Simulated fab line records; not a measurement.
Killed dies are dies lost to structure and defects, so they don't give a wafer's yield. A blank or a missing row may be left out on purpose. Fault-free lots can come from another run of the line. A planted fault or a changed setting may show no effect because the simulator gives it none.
Split-lot trial | flow gf180mcu | 5 lots, 23 wafers read, on a route of 602 steps

## THE SPLIT
At GF_HV_LDD_IMPLANT_21, the setting energyKev was moved away from the recipe's 25 on 7 of the 23 wafers read, by -7.0% to -4.7%. This setting was run at the recipe's value on the other wafers.

The reading is taken at the split's own step.

## THE READING
implant.drpNm (the simulator's own value, which no gauge read), in nm, at GF_HV_LDD_IMPLANT_21. No usual value for it is given in the file.

wafer  | tool, chamber at the split | energyKev as run | against the recipe | implant.drpNm, nm | against lot-mates on the recipe
L074.2 | implanter-01, 0            | 25               | recipe             | 11.41             | -
L074.3 | implanter-01, 0            | 25               | recipe             | 11.41             | -
L074.5 | implanter-01, 0            | 25               | recipe             | 11.41             | -
L074.4 | implanter-01, 0            | 23.82            | -4.7%              | 11.03             | -0.38
L074.6 | implanter-01, 0            | 23.82            | -4.7%              | 11.03             | -0.38
L075.1 | implanter-01, 0            | 25               | recipe             | 11.41             | -
L075.2 | implanter-01, 0            | 25               | recipe             | 11.41             | -
L075.3 | implanter-01, 0            | 25               | recipe             | 11.41             | -
L075.4 | implanter-01, 0            | 25               | recipe             | 11.41             | -
L075.5 | implanter-01, 0            | 25               | recipe             | 11.41             | -
L076.2 | implanter-02, 0            | 25               | recipe             | 11.41             | -
L076.5 | implanter-02, 0            | 25               | recipe             | 11.41             | -
L076.6 | implanter-02, 0            | 25               | recipe             | 11.41             | -
L080.1 | implanter-02, 0            | 25               | recipe             | 11.41             | -
L080.4 | implanter-02, 0            | 25               | recipe             | 11.41             | -
L080.5 | implanter-02, 0            | 25               | recipe             | 11.41             | -
L080.2 | implanter-02, 0            | 23.25            | -7.0%              | 10.84             | -0.57
L080.3 | implanter-02, 0            | 23.25            | -7.0%              | 10.84             | -0.57
L085.1 | implanter-03, 0            | 25               | recipe             | 11.41             | -
L085.2 | implanter-03, 0            | 25               | recipe             | 11.41             | -
L085.4 | implanter-03, 0            | 23.36            | -6.6%              | 10.88             | -0.53
L085.5 | implanter-03, 0            | 23.36            | -6.6%              | 10.88             | -0.53
L085.6 | implanter-03, 0            | 23.36            | -6.6%              | 10.88             | -0.53

THE FIT
A straight line over all 23 wafers: implant.drpNm changes by +0.081 nm for each +1% of energyKev; r = +1.00; the points scatter about the line by 0.0013 nm.
The same after taking each lot's own level away (the mean of its wafers on the recipe; 23 wafers): +0.081 nm for each +1%; r = +1.00; scatter 0.0013 nm.
On that fit, the largest move of energyKev shifts the reading by 0.57 nm.
The lots' own levels span 11.410 to 11.410 nm.
So the lot-to-lot level changes the slope little: the two slopes agree.
Check: for one of the wafers moved furthest among these (-7.0%), held out of the fit, the line's prediction against its lot-mates is -0.566 nm. It came out at -0.57 nm against them.

## THE OTHER SPLITS THESE WAFERS WENT THROUGH
Other splits were also applied to these wafers ahead of the reading. Each is held against what the fit with the lots' levels taken away leaves over:
other split on the same wafers    | wafers away from the commonest value | r with implant.drpNm (lot level and that fit taken away)
GF_MVPSD_IMPLANT_09 doseCm2       | 6                                    | +0.34
GF_VT_IMPLANT_IMPLANT_19 doseCm2  | 4                                    | -0.04
GF_VT_IMPLANT_STRIP_31 o2FlowSccm | 7                                    | +0.30
GF_VT_IMPLANT_SOFTBAKE_36 tempC   | 12                                   | +0.16
GF_DUAL_GATE_COAT_06 resistThkNm  | 5                                    | +0.04
GF_DUAL_GATE_DEVELOP_10 devTempC  | 7                                    | +0.53
GF_HV_LDD_EXPOSE_04 doseMj        | 8                                    | -0.04
GF_HV_LDD_DEVELOP_06 devTempC     | 8                                    | +0.25

## THE WHOLE CHAIN: every reading that the file lists as answering this split, in the file's order
step                 | what it does | reading                                                        | change (the file's fit)                | r (the file's)
GF_HV_LDD_IMPLANT_21 |              | implant.rpNm (the simulator's own value, which no gauge read)  | +0.167 nm for each +1% of the setting  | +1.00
GF_HV_LDD_IMPLANT_21 |              | implant.drpNm (the simulator's own value, which no gauge read) | +0.0813 nm for each +1% of the setting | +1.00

## THE FILE'S OWN FIT
implant.drpNm changes by +0.0813 nm for each +1% of energyKev, r = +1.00.
